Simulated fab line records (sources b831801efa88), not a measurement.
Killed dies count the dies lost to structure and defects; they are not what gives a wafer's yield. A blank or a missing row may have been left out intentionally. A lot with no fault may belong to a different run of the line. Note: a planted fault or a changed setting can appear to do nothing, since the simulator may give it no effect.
Matching of chambers || flow gf180mcu || 3 sister chambers for GF_V3_CVD_02 on pecvd-04
The step deposits SiO2 from TEOS, target thk 850 nm, time 94.851 s. 6 wafers are shown with their chamber, then 12 later ones without.

== WAFERS, EACH WITH ITS CHAMBER ==
{"wafer": "L078.3", "chamber": 0, "heater_power_w (W)": 712, "susceptor_temp_C (C)": 399.77}
{"wafer": "L083.4", "chamber": 0, "heater_power_w (W)": 712, "susceptor_temp_C (C)": 400.13}
{"wafer": "L085.3", "chamber": 2, "heater_power_w (W)": 697, "susceptor_temp_C (C)": 399.92}
{"wafer": "L086.1", "chamber": 1, "heater_power_w (W)": 668, "susceptor_temp_C (C)": 399.94}
{"wafer": "L086.4", "chamber": 2, "heater_power_w (W)": 781, "susceptor_temp_C (C)": 400.09}
{"wafer": "L086.5", "chamber": 1, "heater_power_w (W)": 532, "susceptor_temp_C (C)": 399.82}

== WAFERS WHOSE CHAMBER IS MISSING ==
{"wafer": "L088.3", "heater_power_w (W)": 689, "susceptor_temp_C (C)": 399.56}
{"wafer": "L088.4", "heater_power_w (W)": 690, "susceptor_temp_C (C)": 400.16}
{"wafer": "L088.6", "heater_power_w (W)": 637, "susceptor_temp_C (C)": 399.86}
{"wafer": "L092.2", "heater_power_w (W)": 762, "susceptor_temp_C (C)": 399.66}
{"wafer": "L092.3", "heater_power_w (W)": 647, "susceptor_temp_C (C)": 400.24}
{"wafer": "L092.6", "heater_power_w (W)": 664, "susceptor_temp_C (C)": 400.03}
{"wafer": "L095.1", "heater_power_w (W)": 691, "susceptor_temp_C (C)": 399.93}
{"wafer": "L095.3", "heater_power_w (W)": 547, "susceptor_temp_C (C)": 399.89}
{"wafer": "L095.4", "heater_power_w (W)": 590, "susceptor_temp_C (C)": 400.00}
{"wafer": "L097.1", "heater_power_w (W)": 639, "susceptor_temp_C (C)": 399.96}
{"wafer": "L097.5", "heater_power_w (W)": 745, "susceptor_temp_C (C)": 399.79}
{"wafer": "L097.6", "heater_power_w (W)": 668, "susceptor_temp_C (C)": 400.02}

== WHICH CHAMBER EACH ONE RAN IN ==
{"wafer": "L088.3", "from the rows above": "can't be placed: 0 or 1 or 2", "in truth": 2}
{"wafer": "L088.4", "from the rows above": "can't be placed: 2 or 0 or 1", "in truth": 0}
{"wafer": "L088.6", "from the rows above": "can't be placed: 1 or 0 or 2", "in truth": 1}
{"wafer": "L092.2", "from the rows above": "can't be placed: 0 or 2 or 1", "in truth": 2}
{"wafer": "L092.3", "from the rows above": "can't be placed: 2 or 0 or 1", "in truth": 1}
{"wafer": "L092.6", "from the rows above": "can't be placed: 0 or 2 or 1", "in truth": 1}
{"wafer": "L095.1", "from the rows above": "can't be placed: 0 or 2 or 1", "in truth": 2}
{"wafer": "L095.3", "from the rows above": "can't be placed: 1 or 0", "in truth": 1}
{"wafer": "L095.4", "from the rows above": "can't be placed: 1 or 0 or 2", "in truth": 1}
{"wafer": "L097.1", "from the rows above": "can't be placed: 1 or 0 or 2", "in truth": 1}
{"wafer": "L097.5", "from the rows above": "can't be placed: 0 or 2 or 1", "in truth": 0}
{"wafer": "L097.6", "from the rows above": "can't be placed: 0 or 2 or 1", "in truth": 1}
Correctly placed: 0 of 12. Cannot be placed on the basis of these rows: 12; the candidates contain the true chamber in 12. Wrongly placed: 0.
How it was worked out, from the rows above alone: a wafer's distance from a chamber is the root of the sum, over the readings, of the square of ((its reading less the chamber's mean) divided by the reading's scatter). The wafer belongs to the nearest chamber; if the next one is less than 2 further off, it can't be placed. For every chamber, the mean is computed from those of its wafers that are shown. The scatter is the square root of a quotient: the sum, over the shown wafers, of each reading's squared deviation from its chamber's mean, divided by wafers minus chambers.
